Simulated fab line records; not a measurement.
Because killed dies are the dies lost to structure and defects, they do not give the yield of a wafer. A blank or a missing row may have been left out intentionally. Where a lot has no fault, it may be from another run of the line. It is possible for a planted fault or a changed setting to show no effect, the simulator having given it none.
Struck lot and sound lot, side by side || flow sky130 || 43 steps out of a route of 708
Sound: these wafers, L937.3, L937.5, L937.6. The struck wafers were L949.3, L949.5, L949.6. The cause is named last.
For every step that has rows: the tool of each side, followed by ch and its chambers, followed by its first start. Under that, the readings that differ: sound wafers || struck wafers || difference of the means || sigmas: that difference in standard deviations of wafers without a fault.
alike: words and numbers the same on both sides, and readings whose means are apart by under 2 such deviations; not compared: readings that were withheld, readings missing a value for some wafer, numbers with overlapping values and no deviation given by the record, and bounds like >300 which may hide the same value.
Wherever a step has rows on one side only, a row that says differs or no value, or a row with sigmas, the two part there. When numbers do not overlap yet have no deviation, they are printed without sigmas and do not part them. A reading that every wafer of one side lacks parts them only if that side has two wafers or more.

first, 5 steps without rows for these wafers: SKY_FIELD_ISO_WET_ETCH_28 (etches SiO2 in dHF, target depth 23.7 nm, time 47 s); SKY_FIELD_ISO_WET_ETCH_29 (etches Si3N4 in H3PO4, target depth 160 nm, time 1825 s); SKY_FIELD_ISO_WET_ETCH_30 (etches SiO2 in dHF, target depth 25 nm, time 50 s); SKY_NWELL_CLEAN_00 (cleans in SC1/SC2, time 150 s); SKY_NWELL_OXIDATION_01 (stabilise 600 s, purge 300 s, target thk 10 nm).
SKY_NWELL_THK_MEAS_02:
  sound: film metro-03 at day 4 07:52; struck: film metro-03 at day 6 20:10
  alike: NWELL_OXIDATION_THK
then, 6 steps without rows for these wafers: SKY_DNWELL_DEHYDRATE_00 (time 60 s); SKY_DNWELL_HMDS_01 (prime time 60 s); SKY_DNWELL_COAT_02 (resist thk 2962 nm); SKY_DNWELL_SOFTBAKE_03; SKY_DNWELL_EXPOSE_04 (exposes mask DNM, target cd 3000 nm); SKY_DNWELL_PEB_05.
SKY_DNWELL_DEVELOP_06: develop time 60 s.
  sound on litho track-01 ch 0, day 5 00:00; struck on litho track-03 ch 0, day 7 15:00
  alike: developer temp C, exhaust pa
next, for these wafers, 1 step has no rows: SKY_DNWELL_IMPLANT_07.
SKY_DNWELL_STRIP_08: strips in O2/N2.
  sound on plasma asher-02 ch 0,1, day 5 00:40; struck on plasma asher-03 ch 0,1, day 7 15:53
  alike: drypump motor current A, oes product au, strip time to endpoint s
  not compared: rf hours counter h
SKY_DNWELL_TW_MEAS_09:
  sound: film metro-01 at day 5 00:46; struck: film metro-03 at day 7 15:59
  alike: DNWELL_TW
then, 7 steps without rows for these wafers: SKY_PWDE_DEHYDRATE_00 (time 60 s); SKY_PWDE_HMDS_01 (prime time 60 s); SKY_PWDE_COAT_02 (resist thk 3000 nm); SKY_PWDE_SOFTBAKE_03; SKY_PWDE_EXPOSE_04 (exposes mask PWDEM, target cd 840 nm); SKY_PWDE_PEB_05; SKY_PWDE_DEVELOP_06 (develop time 60 s).
SKY_PWDE_OVL_MEAS_07:
  sound: overlay-01 at day 5 18:09; struck: overlay-01 at day 8 12:31
  alike: PWDE_OVL
next, for these wafers, 1 step has no rows: SKY_PWDE_IMPLANT_08.
SKY_PWDE_STRIP_09: strips in O2/N2.
  sound on plasma asher-03 ch 0,1, day 5 18:22; struck on plasma asher-03 ch 0,1, day 8 12:43
  alike: drypump motor current A, oes product au, strip time to endpoint s
  not compared: rf hours counter h
SKY_PWDE_TW_MEAS_10:
  sound: film metro-03 at day 5 18:26; struck: film metro-03 at day 8 12:49
  alike: PWDE_TW
then, 7 steps without rows for these wafers: SKY_NWELL_DEHYDRATE_03 (time 60 s); SKY_NWELL_HMDS_04 (prime time 60 s); SKY_NWELL_COAT_05 (resist thk 3000 nm); SKY_NWELL_SOFTBAKE_06; SKY_NWELL_EXPOSE_07 (exposes mask NWM, target cd 840 nm); SKY_NWELL_PEB_08; SKY_NWELL_DEVELOP_09 (develop time 60 s).
SKY_NWELL_OVL_MEAS_10:
  sound: overlay-01 at day 6 11:53; struck: overlay-01 at day 9 08:56
  alike: NWELL_00_OVL
then, 3 steps without rows for these wafers: SKY_NWELL_IMPLANT_11; SKY_NWELL_IMPLANT_12; SKY_NWELL_IMPLANT_13.
SKY_NWELL_STRIP_14: strips in O2/N2.
  sound on plasma asher-03 ch 0,1, day 6 12:23; struck on plasma asher-03 ch 0,1, day 9 09:26
  alike: drypump motor current A, oes product au, strip time to endpoint s
  not compared: rf hours counter h
SKY_NWELL_TW_MEAS_15:
  sound: film metro-02 at day 6 12:29; struck: film metro-03 at day 9 09:32
{"reading": "NWELL_TW", "sound": "1786 1786 1791", "struck": "1826 1829 1830", "difference": "+41", "sigmas": "+3"}
then, 2 steps without rows for these wafers: SKY_NWELL_DEHYDRATE_16 (time 60 s); SKY_NWELL_HMDS_17 (prime time 60 s).
-- the record jumps here: 41 days lie between the struck wafers' starts before and after (it left off in module NWELL and takes up again in module PAD_OPEN, whose first step shown is number 708 of the route) --
SKY_PAD_OPEN_PROBE_99:
  sound: prober-02 at day 47 21:43; struck: prober-01 at day 50 08:47
{"reading": "model.etest.res deep nwell.width nm (nm)", "sound": "3006 2995 2989", "struck": "2802 2811 2804", "difference": -191, "sigmas": ""}
{"reading": "model.etest.res deep nwell.line ohm um", "sound": "744.9 737.3 740.3", "struck": "777 770 771.3", "difference": "+32", "sigmas": ""}
  alike: killed_at_M0_to_M3, killed_at_M4_up, killed at contacts, killed at front end, killed at other, killed dies, killed open, killed short

WHERE THEY PART
SKY_NWELL_TW_MEAS_15 only, going by this record. Later steps at which nothing parts them and some readings are alike: SKY_PAD_OPEN_PROBE_99.

WHY: whatever the simulator had introduced
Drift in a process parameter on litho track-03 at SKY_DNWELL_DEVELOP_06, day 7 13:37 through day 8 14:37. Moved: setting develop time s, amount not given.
